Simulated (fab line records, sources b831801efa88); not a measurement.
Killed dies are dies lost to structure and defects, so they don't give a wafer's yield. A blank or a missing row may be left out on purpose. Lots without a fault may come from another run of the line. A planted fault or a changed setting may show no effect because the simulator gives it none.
Which tool did it? | flow sky130 | 11 lots, 31 wafers sampled, at 1 step of a route of 708

WHAT THE GAUGES READ, wafer by wafer
SKY_FIELD_ISO_THK_MEAS_23. Usual: FIELD_ISO_OXIDATION_01_THK 10.01 nm, standard deviation 0.24.
lot  | measured    | on            | FIELD_ISO_OXIDATION_01_THK (nm) | flag
L539 | day 3 02:22 | film_metro-04 | 10.05 10.07                     |
L541 | day 3 08:14 | film_metro-02 | 10.10 10.05 9.81                |
L542 | day 3 13:28 | film_metro-04 | 9.82 9.87 9.70                  |
L543 | day 3 21:36 | film_metro-01 | 9.89 9.96                       |
L550 | day 5 06:50 | film_metro-01 | 10.07 10.17 10.09               |
L551 | day 5 12:52 | film_metro-04 | 9.77 9.86 9.80                  |
L554 | day 6 04:52 | film_metro-01 | 9.55 9.54 9.70                  |
L555 | day 6 09:49 | film_metro-02 | 9.90 10.08 9.96                 |
L556 | day 6 15:22 | film_metro-02 | 9.77 9.88 10.06                 |
L558 | day 7 01:58 | film_metro-01 | 10.08 9.87 9.97                 |
L559 | day 7 06:39 | film_metro-01 | 9.97 9.97 10.04                 |

WHICH TOOL RAN EACH LOT (tool, then ch and the chambers of the sampled wafers, then the start)
The record holds no process step before these readings.

WHAT THE TOOLS THEMSELVES READ (means of the sampled wafers that have a number; where no wafer has one, the mark that the record gives instead)
The record holds no such reading with a usual standard deviation.

THE ANSWER, worked out from the rows above alone
Rule: a lot is off if the mean of its wafers that have a number lies more than 3 standard deviations from the usual mean. A lot without any number at a reading at which 4 lots or more have one is off too. The other lots that the step has rows for count as sound. The gauges are gone through in route order, then the tools' own readings, and for those a lot's mean is taken as printed above. The first step at which some lot is off is used, and at that step the reading that is off furthest; a lot without a number counts as furthest.
No lot is off at any reading shown: from this, nothing can be told.

WHAT THE SIMULATOR HAD PUT IN
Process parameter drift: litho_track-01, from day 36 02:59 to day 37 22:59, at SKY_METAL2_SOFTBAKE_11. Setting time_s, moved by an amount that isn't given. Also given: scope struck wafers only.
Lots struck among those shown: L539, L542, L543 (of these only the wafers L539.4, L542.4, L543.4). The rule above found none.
